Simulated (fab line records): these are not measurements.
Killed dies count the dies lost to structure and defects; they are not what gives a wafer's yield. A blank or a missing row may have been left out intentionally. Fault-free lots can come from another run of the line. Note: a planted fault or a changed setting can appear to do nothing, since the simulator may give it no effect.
fab line records	flow sky130
record: lots: 5	wafers: 15	last-day: 51
route steps=708 shown SD_P@359 RES_XHIGH@360 SALICIDE@361 LI_CONTACT@362 PAD_OPEN@708
lots that met no fault: taken from a fault-free run of the same line
start-h: start of the lot's first displayed wafer, in hours after the record's first day	wait-h: hours elapsed since this lot's preceding step	" as in the row above	L1.1+2: a single row standing in for several wafers	- no value, or no start given	* or withheld: withheld	< > ~ a bound
route shown NAME@n: NAME is a module with steps in the file, n the number in the route of the first one	usual: the fault-free wafers' mean and standard deviation	same: alike in all rows	chamber/n: place in a boat	sites: readings site by site	_std_site: standard deviation of those values	_edge_site: inner sites' mean taken away from outer sites' mean	radius-mm: for every site, how far away it sits from the centre of the wafer	mask NAME#n: copy n	behind: tool/chamber where the wafer was last shaped	hold: why the lot went on hold/how many hours it stayed there/how the hold came to an end	device: transistor that didn't switch, given as n, p or np	end of line: the tests these same wafers got at the end of their route	for a step that has no rows: nothing shown but its recipe	killed: dies lost to structure and defects at the first sort, not the wafer's yield	map: shows each die of a wafer: x if killed, . if not, _ if none is there
set.NAME: the setting as run; set.NAME@STEP: as run at that earlier step	model.NAME: the simulator's own value behind a step, which no gauge read
certain route steps with their lots: each step a table, each wafer a row
services: a tool's chamber out of use, with start hour (start-h, from the record's first day; less than 0 if before it), hours out, and reason
== steps ==
step: SKY_SD_N_RS_MEAS_17
recipe: thk-meas-gauge: four-point-probe
usual: SD_P_RS: 147.1/0.38
lot.wafer	tool	chamber	start-h	wait-h	SD_P_RS[ohm/sq]
L302.1	film-metro-02	-	679.57	0.1	147.4
L302.2	"	-	"	"	147.5
L302.4	"	-	"	"	147.1
L310.2	film-metro-04	-	744.34	0.1	146.6
L310.3	"	-	"	"	147.3
L310.4	"	-	"	"	146.8
L317.1	film-metro-01	-	797.75	0.1	146.6
L317.2	"	-	"	"	147.1
L317.3	"	-	"	"	146.7
L321.1	film-metro-02	-	825.62	0.1	146.9
L321.2	"	-	"	"	146.9
L321.4	"	-	"	"	147.0
L323.1	film-metro-01	-	840.33	0.1	147.1
L323.3	"	-	"	"	146.8
L323.6	"	-	"	"	147.2
step: SKY_SD_N_RS_MEAS_18
recipe: thk-meas-gauge: four-point-probe
usual: RES_XHIGH_RS: 333.1/1.1
lot.wafer	tool	chamber	start-h	wait-h	RES_XHIGH_RS[ohm/sq]
L302.1	film-metro-02	-	679.69	0.1	331.7
L302.2	"	-	"	"	332.7
L302.4	"	-	"	"	332.3
L310.2	film-metro-04	-	744.46	0.1	333.3
L310.3	"	-	"	"	334.2
L310.4	"	-	"	"	333.1
L317.1	film-metro-01	-	797.87	0.1	332.4
L317.2	"	-	"	"	331.9
L317.3	"	-	"	"	331.5
L321.1	film-metro-02	-	825.74	0.1	332.5
L321.2	"	-	"	"	333.4
L321.4	"	-	"	"	334.1
L323.1	film-metro-01	-	840.45	0.1	331.4
L323.3	"	-	"	"	331.8
L323.6	"	-	"	"	330.9
step: SKY_SALICIDE_CLEAN_00
recipe: chemistry: HF-last	time-s: 30	dilution: 100:1	dry: ipa-marangoni
step: SKY_LI_CONTACT_HDPCVD_00
recipe: material: PSG	target-thk-nm: 930	sigma-open-frac: 0.3	time-s: 155	temp-c: 600	sih4-flow-sccm: 60	pressure-mtorr: 6
step: SKY_LI_CONTACT_THK_MEAS_01
recipe: reads: PSG_of_LI_CONTACT_HDPCVD_00
usual: LI_CONTACT_HDPCVD_THK: 932/11
lot.wafer	tool	chamber	start-h	wait-h	LI_CONTACT_HDPCVD_THK[nm]
L302.1	film-metro-04	-	679.98	0.1	920
L302.2	"	-	"	"	918
L302.4	"	-	"	"	940
L310.2	film-metro-04	-	744.69	0.1	938
L310.3	"	-	"	"	936
L310.4	"	-	"	"	941
L317.1	film-metro-01	-	798.18	0.1	945
L317.2	"	-	"	"	941
L317.3	"	-	"	"	947
L321.1	film-metro-01	-	825.98	0.1	931
L321.2	"	-	"	"	923
L321.4	"	-	"	"	921
L323.1	film-metro-04	-	840.69	0.1	954
L323.3	"	-	"	"	932
L323.6	"	-	"	"	947
step: SKY_LI_CONTACT_CMP_02
recipe: material: PSG	down-force-psi: 4	platen-rpm: 60	pad-velocity-m-s: 0.94248
usual: motor-current-A: 12.0/1.2	time-to-endpoint-s: 31.8/3
lot.wafer	tool	chamber	start-h	wait-h	motor-current-A	time-to-endpoint-s
L302.4	cmp-01	1	680.04	0.0	11.3	34.4
L302.2	"	3	"	"	12.7	30.3
L302.1	"	0	"	"	9.6	34.3
L310.4	cmp-01	1	744.74	0.0	10.7	35.2
L310.2	"	3	"	"	12.9	39.1
L310.3	"	0	"	"	9.7	38.6
L317.1	cmp-02	2	798.29	0.1	13.9	30.6
L317.2	"	3	"	"	12.1	33.4
L317.3	"	0	"	"	11.8	30.1
L321.1	cmp-01	2	826.04	0.1	11.8	29.6
L321.4	"	3	"	"	13.2	28.3
L321.2	"	1	"	"	10.8	26.7
L323.1	cmp-02	1	840.75	0.1	11.5	33.9
L323.3	"	0	"	"	11.7	30.3
L323.6	"	1	"	"	11.9	31.7
step: SKY_LI_CONTACT_BOW_MEAS_03
recipe: mode: bow
usual: LI_CONTACT_BOW: 54/6.3
lot.wafer	tool	chamber	start-h	wait-h	LI_CONTACT_BOW[um]
L302.1	film-metro-01	-	680.34	0.1	52
L302.2	"	-	"	"	51
L302.4	"	-	"	"	46
L310.2	film-metro-02	-	745.06	0.2	49
L310.3	"	-	"	"	56
L310.4	"	-	"	"	61
L317.1	film-metro-02	-	798.54	0.2	57
L317.2	"	-	"	"	62
L317.3	"	-	"	"	56
L321.1	film-metro-01	-	826.34	0.2	66
L321.2	"	-	"	"	61
L321.4	"	-	"	"	65
L323.1	film-metro-04	-	841.05	0.2	53
L323.3	"	-	"	"	54
L323.6	"	-	"	"	53
step: SKY_LI_CONTACT_DEHYDRATE_04
recipe: temp-c: 200	time-s: 60
step: SKY_LI_CONTACT_HMDS_05
recipe: prime-time-s: 60	prime-temp-c: 120
step: SKY_LI_CONTACT_COAT_06
recipe: resist: BARC	temp-c: withheld	time-s: withheld	spin-rpm: 3000	resist-thk-nm: 60
step: SKY_LI_CONTACT_COAT_07
recipe: resist: KrF-thick	spin-rpm: 3000	resist-thk-nm: 450
step: SKY_LI_CONTACT_SOFTBAKE_08
recipe: temp-c: 100	time-s: 90	resist: KrF-thick
step: SKY_LI_CONTACT_EXPOSE_09
recipe: mask-id: LICM1	na: 0.8	source-shape: annular	sigma-inner: 0.55	sigma-outer: 0.85	target-cd-nm: 170	dose-mj: 38
same: sigma-outer: 0.85
lot.wafer	tool	chamber	start-h	wait-h	mask
L302.1+2+4	krf-scanner-02	0	694.92	-	LICM1#0
L310.2+3+4	krf-scanner-01	0	760.06	-	LICM1_R1#0
L317.1+2+3	krf-scanner-01	0	811.63	-	LICM1#0
L321.1+2+4	krf-scanner-01	0	839.37	-	LICM1#0
L323.1+3+6	krf-scanner-01	0	855.69	-	LICM1#0
step: SKY_LI_CONTACT_PEB_10
recipe: peb-temp-c: withheld	peb-time-s: withheld	resist: KrF-thick
step: SKY_LI_CONTACT_DEVELOP_11
recipe: develop-time-s: 60	resist: KrF-thick	dev-temp-c: 21
step: SKY_LI_CONTACT_CD_MEAS_12
recipe: target-cd-nm: 170
usual: cd-nm: 169.7/1.3
lot.wafer	tool	chamber	start-h	wait-h	cd-nm
L302.1	cd-sem-01	-	709.61	-	169.8
L302.2	"	-	"	"	170.1
L302.4	"	-	"	"	169.5
L310.2	cd-sem-01	-	772.69	-	149.1
L310.3	"	-	"	"	148.9
L310.4	"	-	"	"	149.1
L317.1	cd-sem-01	-	826.13	-	167.8
L317.2	"	-	"	"	168.4
L317.3	"	-	"	"	169.7
L321.1	cd-sem-02	-	853.26	-	166.7
L321.2	"	-	"	"	166.7
L321.4	"	-	"	"	167.1
L323.1	cd-sem-02	-	867.94	-	170.5
L323.3	"	-	"	"	169.8
L323.6	"	-	"	"	169.0
step: SKY_LI_CONTACT_OVL_MEAS_13
usual: LI_CONTACT_OVL: -2/5.4
lot.wafer	tool	chamber	start-h	wait-h	LI_CONTACT_OVL[nm]
L302.1	overlay-01	-	709.73	0.1	0
L302.2	"	-	"	"	-7
L302.4	"	-	"	"	-3
L310.2	overlay-02	-	772.79	0.1	-8
L310.3	"	-	"	"	-4
L310.4	"	-	"	"	-8
L317.1	overlay-02	-	826.25	0.1	-4
L317.2	"	-	"	"	0
L317.3	"	-	"	"	-1
L321.1	overlay-01	-	853.38	0.1	-1
L321.2	"	-	"	"	-4
L321.4	"	-	"	"	-4
L323.1	overlay-01	-	868.06	0.1	-7
L323.3	"	-	"	"	-2
L323.6	"	-	"	"	-5
step: SKY_LI_CONTACT_ETCH_14
recipe: chemistry: N2/H2	target: BARC	ion-energy-ev: 200	source-w: 500	bias-w: 100	pressure-mtorr: 30	n2-flow-sccm: 100	h2-flow-sccm: 200	stop-on: SiO2	time-s: 45.9	target-depth-a: 600
usual: drypump-motor-current-A: 5.7/0.46	h2-flow-sccm: 200.0/0.63	oes-product-au: 0.855/0.0048	rf-fwd-power-W: 495.9/1.9	throttle-valve-pct: 13.225/0.0093
lot.wafer	tool	chamber	start-h	wait-h	drypump-motor-current-A	h2-flow-sccm	oes-product-au	rf-fwd-power-W	rf-hours-counter-h	throttle-valve-pct	model.LI_CONTACT.cd-nm
L302.1	rie-diel-01	3	709.77	0.0	5.9	200.2	0.851	499.8	18	13.216	170.6
L302.2	"	0	"	"	5.8	200.7	0.863	495.8	9	13.229	170.8
L302.4	"	2	"	"	5.4	199.9	0.851	495.5	38	13.209	169.4
L310.2	rie-diel-03	0	772.82	0.0	6.7	200.5	0.855	497.9	5	13.240	149.5
L310.3	"	1	"	"	5.9	200.6	0.860	496.7	10	13.235	148.7
L310.4	"	2	"	"	5.5	198.8	0.859	496.9	11	13.221	148.4
L317.1	rie-diel-04	2	826.29	0.0	5.5	199.7	0.861	497.9	20	13.228	167.8
L317.2	"	0	"	"	5.3	200.6	0.858	496.5	8	13.206	167.7
L317.3	"	3	"	"	6.2	201.6	0.854	492.9	16	13.230	168.9
L321.1	rie-diel-01	3	853.42	0.0	5.9	200.0	0.863	499.5	22	13.228	168
L321.2	"	2	"	"	5.4	200.5	0.866	494.6	2	13.233	165.3
L321.4	"	0	"	"	5.8	199.8	0.850	496.5	13	13.224	167.6
L323.1	rie-diel-03	0	868.10	0.0	6.7	200.9	0.853	498.8	7	13.222	169.8
L323.3	"	3	"	"	5.3	200.0	0.852	493.6	6	13.227	170.6
L323.6	"	1	"	"	5.9	199.2	0.861	497.8	-	13.237	168.9
step: SKY_LI_CONTACT_ETCH_15
recipe: target: PSG	chemistry: C4F8/O2/Ar	stop-on: Si	taper-deg: 4.15	mask-material: KrF-thick	source-w: 1500	bias-w: 1200	pressure-mtorr: 40	c4f8-flow-sccm: withheld	O2_flow_sccm: 6	Ar_flow_sccm: 300	time-s: withheld	target-depth-a: 6000
usual: oes-product-au: 0.837/0.0046	rf-fwd-power-W: 1493/4.8
lot.wafer	tool	chamber	start-h	wait-h	oes-product-au	rf-fwd-power-W	model.LI_CONTACT.cd-nm
L302.1	rie-diel-01	3	709.81	0.0	0.841	1494	170.7
L302.2	"	0	"	"	0.838	1486	172.1
L302.4	"	2	"	"	0.843	1485	169.7
L310.2	rie-diel-03	0	772.86	0.0	0.831	1494	150.2
L310.3	"	1	"	"	0.832	1502	148.3
L310.4	"	2	"	"	0.837	1491	148.3
L317.1	rie-diel-04	2	826.33	0.0	0.849	1494	168.9
L317.2	"	0	"	"	0.834	1496	168.7
L317.3	"	3	"	"	0.842	1492	169.1
L321.1	rie-diel-01	3	853.46	0.0	0.837	1497	168.1
L321.2	"	2	"	"	0.835	1486	165.3
L321.4	"	0	"	"	0.835	1487	168.1
L323.1	rie-diel-03	0	868.14	0.0	0.833	1493	170.1
L323.3	"	3	"	"	0.836	1485	170.3
L323.6	"	1	"	"	0.830	1494	168.7
step: SKY_LI_CONTACT_STRIP_16
recipe: chemistry: O2/N2	power-w: 1400	pressure-mtorr: 1500	platen-temp-c: withheld	o2-flow-sccm: 3000	n2-flow-sccm: 300	overash-fraction: 0.5
usual: drypump-motor-current-A: 5.70/0.28	oes-product-au: 0.376/0.0049	strip-time-to-endpoint-s: 3.50/0.032
lot.wafer	tool	chamber	start-h	wait-h	drypump-motor-current-A	oes-product-au	rf-hours-counter-h	strip-time-to-endpoint-s
L302.1	plasma-asher-01	0	709.90	-	5.58	0.369	103	3.47
L302.2	"	1	"	"	5.76	0.380	103	3.48
L302.4	"	0	"	"	5.57	0.378	-	3.55
L310.2	plasma-asher-03	0	772.95	-	5.82	0.374	36	3.50
L310.3	"	1	"	"	5.17	0.371	-	3.47
L310.4	"	0	"	"	5.82	0.381	-	3.51
L317.1	plasma-asher-03	1	826.42	-	5.21	0.378	41	3.47
L317.2	"	0	"	"	5.87	0.377	41	3.51
L317.3	"	1	"	"	5.19	0.374	-	3.48
L321.1	plasma-asher-01	0	853.55	-	5.56	0.385	9	3.52
L321.2	"	1	"	"	5.73	0.387	9	3.50
L321.4	"	0	"	"	5.56	0.372	-	3.58
L323.1	plasma-asher-01	0	868.23	-	5.55	0.377	11	3.49
L323.3	"	1	"	"	5.71	0.376	-	3.45
L323.6	"	1	"	"	5.73	0.380	-	3.44
step: SKY_PAD_OPEN_PROBE_99
usual: killed_at_M0_to_M3: 43/6.8	killed_at_M4_up: 3.3/1.9	killed-at-contacts: 24/5.3	killed-at-front-end: 14/4.3	killed-at-other: 0.3/0.62	killed-dies: 85/9.8	killed-open: 46/8	killed-short: 39/5.9
same: gross-dies: 492	killed-at-back-side: 0
lot.wafer	tool	chamber	start-h	wait-h	killed_at_M0_to_M3	killed_at_M4_up	killed-at-contacts	killed-at-front-end	killed-at-other	killed-dies	killed-open	killed-short	model.etest.licon-pdiff.rc-ohm	model.etest.pfet-g5v0d10v5.r-on-ohm-um	model.etest.pfet_01v8.r-on-ohm-um	model.etest.licon-high-po.rc-ohm	model.etest.licon-ndiff.rc-ohm	model.etest.nfet_01v8.r-on-ohm-um	model.etest.sonos-uncharged.r-on-ohm-um	model.etest.licon-poly.rc-ohm
L302.1	prober-02	-	1112.87	0.1	26	2	30	15	0	73	43	30	570.7	4756	2979	345.9	177.2	829	824.5	146.8
L302.2	prober-02	-	1112.92	0.1	31	4	21	12	0	68	30	38	602	4674	2866	341	178.8	795.4	801.1	148.8
L302.4	prober-02	-	1113.02	0.2	52	2	24	14	0	92	58	34	591.9	4660	2799	347.3	187.3	800.5	807.5	153.2
L310.2	prober-02	-	1156.48	0.1	54	1	28	22	0	105	55	40	694.4	4828	3035	425.5	214.3	877.3	860.5	182
L310.3	prober-02	-	1156.53	0.2	37	6	41	14	1	99	47	37	727.1	4884	3056	417.8	227.4	888.7	842.5	189.8
L310.4	prober-02	-	1156.58	0.2	58	0	43	14	0	115	57	40	706.6	4949	2994	405	220	862.6	836.5	183.5
L317.1	prober-01	-	1192.93	0.1	32	1	18	9	0	60	42	18	569.9	4722	2920	359	184.3	852.7	815.8	158.3
L317.2	prober-01	-	1192.98	0.1	49	4	26	17	1	97	54	43	585	4729	2958	373.6	179.7	839.3	826.9	157.6
L317.3	prober-01	-	1193.03	0.2	43	5	18	13	0	79	42	37	580	4671	2875	370.9	181.1	836.9	831.2	162.5
L321.1	prober-01	-	1210.83	0.1	47	3	15	10	0	75	31	44	605.6	4748	3002	346	181.9	874.9	829.6	157.3
L321.2	prober-01	-	1210.88	0.1	63	4	18	11	0	96	53	43	618	4850	2934	363.1	196	857.8	826.6	160.2
L321.4	prober-01	-	1210.98	0.2	50	6	21	12	0	89	48	41	601.2	4834	2998	343.3	187	858.5	819.4	148.2
L323.1	prober-01	-	1220.17	0.1	34	4	20	19	0	77	38	39	574	4838	2823	347.2	179.8	817	809.8	153.5
L323.3	prober-01	-	1220.27	0.2	38	3	17	9	0	67	36	31	577	4868	2851	349.7	185.4	821.5	814.6	148.3
L323.6	prober-01	-	1220.42	0.2	40	4	16	11	0	71	36	35	566.4	4820	2824	351	181.8	836.7	815.7	159.6
killed by level:class
L302.1 CONTACT:geometric-particle:open=16 VIA1:geometric-particle:open=9 LOCAL_INTERCONNECT:geometric-particle:short=8 FIELD_ISO:geometric-particle:open=4 POLY_GATE:geometric-particle:short=3 SPACER:geometric-particle:open=3 LI_CONTACT:geometric-particle:open=3 METAL1:geometric-particle:short=3
L302.2 LI_CONTACT:geometric-particle:open=7 VIA1:geometric-particle:open=6 SPACER:geometric-particle:short=5 VIA1:geometric-particle:short=5 CONTACT:geometric-particle:open=5 METAL1:geometric-particle:short=5 METAL2:geometric-particle:short=4 CONTACT:geometric-particle:short=4
L302.4 VIA1:geometric-particle:open=13 CONTACT:geometric-particle:open=10 VIA1:geometric-particle:short=7 POLY_GATE:geometric-particle:open=6 VIA3:geometric-particle:open=6 LI_CONTACT:geometric-particle:open=6 VIA2:geometric-particle:open=6 VIA3:geometric-particle:short=5
L310.2 VIA3:geometric-particle:open=12 VIA1:geometric-particle:open=10 LI_CONTACT:area-expose=10 VIA2:geometric-particle:open=8 CONTACT:geometric-particle:open=7 POLY_GATE:geometric-particle:short=7 METAL2:geometric-particle:short=6 METAL3:geometric-particle:short=6
L310.3 LI_CONTACT:area-expose=15 VIA1:geometric-particle:open=8 LI_CONTACT:geometric-particle:open=7 VIA3:geometric-particle:open=7 CONTACT:geometric-particle:short=6 CONTACT:geometric-particle:open=6 POLY_GATE:geometric-particle:open=5 VIA1:geometric-particle:short=5
L310.4 VIA1:geometric-particle:open=20 LI_CONTACT:area-expose=18 VIA3:geometric-particle:open=8 LI_CONTACT:geometric-particle:open=8 CONTACT:geometric-particle:open=7 METAL1:geometric-particle:short=6 VIA1:geometric-particle:short=6 POLY_GATE:geometric-particle:short=5
L317.1 VIA1:geometric-particle:open=10 CONTACT:geometric-particle:open=9 LI_CONTACT:geometric-particle:open=6 VIA2:geometric-particle:open=4 VIA3:geometric-particle:open=4 POLY_GATE:geometric-particle:open=3 SPACER:geometric-particle:open=3 METAL3:geometric-particle:short=3
L317.2 CONTACT:geometric-particle:open=10 VIA1:geometric-particle:open=10 VIA1:geometric-particle:short=8 VIA3:geometric-particle:open=8 FIELD_ISO:geometric-particle:open=6 LOCAL_INTERCONNECT:geometric-particle:short=6 CONTACT:geometric-particle:short=6 POLY_GATE:geometric-particle:open=5
L317.3 VIA1:geometric-particle:open=12 LI_CONTACT:geometric-particle:open=8 FIELD_ISO:geometric-particle:short=6 METAL2:geometric-particle:short=6 CONTACT:geometric-particle:open=5 METAL1:geometric-particle:short=5 VIA3:geometric-particle:open=5 VIA2:geometric-particle:open=5
L321.1 METAL2:geometric-particle:short=8 CONTACT:geometric-particle:open=7 VIA2:geometric-particle:open=6 VIA3:geometric-particle:open=5 VIA1:geometric-particle:short=5 VIA1:geometric-particle:open=5 VIA2:geometric-particle:short=5 LOCAL_INTERCONNECT:geometric-particle:short=4
L321.2 VIA1:geometric-particle:open=16 VIA3:geometric-particle:open=10 VIA1:geometric-particle:short=7 VIA2:geometric-particle:open=7 VIA3:geometric-particle:short=6 CONTACT:geometric-particle:open=6 METAL2:geometric-particle:short=6 CONTACT:geometric-particle:short=4
L321.4 CONTACT:geometric-particle:open=13 VIA1:geometric-particle:open=11 VIA3:geometric-particle:open=10 METAL2:geometric-particle:short=7 VIA2:geometric-particle:open=5 METAL4:geometric-particle:short=5 FIELD_ISO:geometric-particle:short=4 CONTACT:geometric-particle:short=4
L323.1 CONTACT:geometric-particle:open=9 VIA1:geometric-particle:open=8 POLY_GATE:geometric-particle:short=7 METAL1:geometric-particle:short=7 LI_CONTACT:geometric-particle:open=4 POLY_GATE:geometric-particle:open=4 SPACER:geometric-particle:short=4 VIA3:geometric-particle:open=3
L323.3 VIA1:geometric-particle:open=9 METAL1:geometric-particle:short=6 LOCAL_INTERCONNECT:geometric-particle:short=5 CONTACT:geometric-particle:open=5 POLY_GATE:geometric-particle:open=4 LI_CONTACT:geometric-particle:open=4 VIA2:geometric-particle:open=4 METAL2:geometric-particle:short=4
L323.6 VIA1:geometric-particle:open=9 CONTACT:geometric-particle:open=7 METAL1:geometric-particle:short=7 FIELD_ISO:geometric-particle:short=6 VIA3:geometric-particle:open=6 VIA2:geometric-particle:open=5 CONTACT:geometric-particle:short=4 METAL2:geometric-particle:short=4
map L310.4 (x killed, . not)
__________.......x.._________
________.............._______
______............x....._____
_____..x...x..x.x........____
____..........xx....x..x..___
___.x.......xx.........x...__
__..........x.xx.........x.._
_.........x..................
_x....xx......x..x..xx.x.....
_.xxxx...x.x.......x..x.....x
_...xx......xx....x....x.x...
_.........x.....x.xxxx..xx.xx
_.x...x.x...xxx..xxx.xx...x..
_x.x...x.........x....x.....x
_................x.x.xxxx.x.x
__..x..........x..xxxx.....x_
___.........xx..x....x...xx__
____x.....x...x.x..x.xxx.x___
_____.........xx.........____
______x......x...x..xxx._____
________..x....xx.x..._______
__________.....x...x_________
map L323.1 (x killed, . not)
__________.x.xx....._________
________....xx....x..._______
______.................._____
_____.x.xxx..x...xx......____
____......x........xx.....___
___.x..........x.......x.x.__
__....xx....xx.xx.......x..._
_.........x.....xx.....xxx.x.
_.....x..........xxx.xx......
_...x..........x.............
_..........xx......xx........
_.....xx......xx.x.........x.
_......x..x....x...........x.
_........................x...
_x...................x.......
__.x........................_
___x............x..........__
____..x......x.x....x.....___
_____.x......x..x......x.____
______....x..x...xx....._____
________x.....x....x.._______
__________.........._________
== services ==
tool	chamber	start-h	hours	kind
cmp-02	-	657.94	3.5	pm
rie-diel-01	0	668.64	9.2	repair
krf-scanner-01	-	674.46	0.9	repair
krf-scanner-01	-	675.51	1.3	pm
plasma-asher-01	-	678.81	9.9	repair
rie-diel-01	1	694.34	3.4	repair
rie-diel-03	-	697.89	2.8	pm
cmp-02	-	703.06	0.7	repair
krf-scanner-01	-	714.50	0.8	pm
plasma-asher-01	-	729.63	2.9	repair
rie-diel-03	-	730.20	14.6	pm
plasma-asher-01	-	733.75	9.0	pm
krf-scanner-01	-	734.20	0.9	repair
cmp-01	-	734.26	6.8	pm
rie-diel-04	0	744.00	1.5	repair
cmp-02	-	745.57	4.0	pm
krf-scanner-01	-	802.18	1.0	pm
cmp-01	-	803.26	7.1	pm
krf-scanner-01	-	804.69	0.8	pm
rie-diel-01	-	814.32	1.2	repair
plasma-asher-01	-	820.74	14.6	pm
cmp-01	-	827.94	0.5	repair
rie-diel-01	-	850.39	0.8	repair
krf-scanner-01	-	851.41	1.3	pm
== key ==
first-sign: step: SKY_LI_CONTACT_EXPOSE_09	reading: mask	direction: changed
effect: step: SKY_LI_CONTACT_CD_MEAS_12	reading: cd-nm	direction: down	sigmas: 16	usual: 169.7	struck: 149.0
effect: step: SKY_PAD_OPEN_PROBE_99	reading: killed-at-contacts	direction: up	sigmas: 2.5	usual: 24	struck: 37
model-effect: step: SKY_LI_CONTACT_ETCH_14	value: LI_CONTACT.cd-nm	without: 168.9	struck: 148.9
model-effect: step: SKY_LI_CONTACT_ETCH_15	value: LI_CONTACT.cd-nm	without: 168.9	struck: 148.9
model-effect: step: SKY_PAD_OPEN_PROBE_99	value: etest.licon-pdiff.rc-ohm	without: 583	struck: 709.4
more-kills-born-at: SKY_LI_CONTACT_EXPOSE_09@krf-scanner-01: 43
met-at SKY_LI_CONTACT_EXPOSE_09
struck-wafers L310.2,L310.3,L310.4
tester-left-out L310
fault: kind: wrong-mask	tool: any	chamber: -	onset-h: 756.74	steps: SKY_LI_CONTACT_EXPOSE_09	aux-copy: LICM1_R1#0	cd-offset-nm: -20	scope: struck-lots-only
tester-left-out: of these lots the tester's yield and bins aren't shown, on N5 and GAA mostly nor the transistor test; their killed dies are dies lost to structure and defects alone, not to doping, threshold or leakage, so they don't give the yield
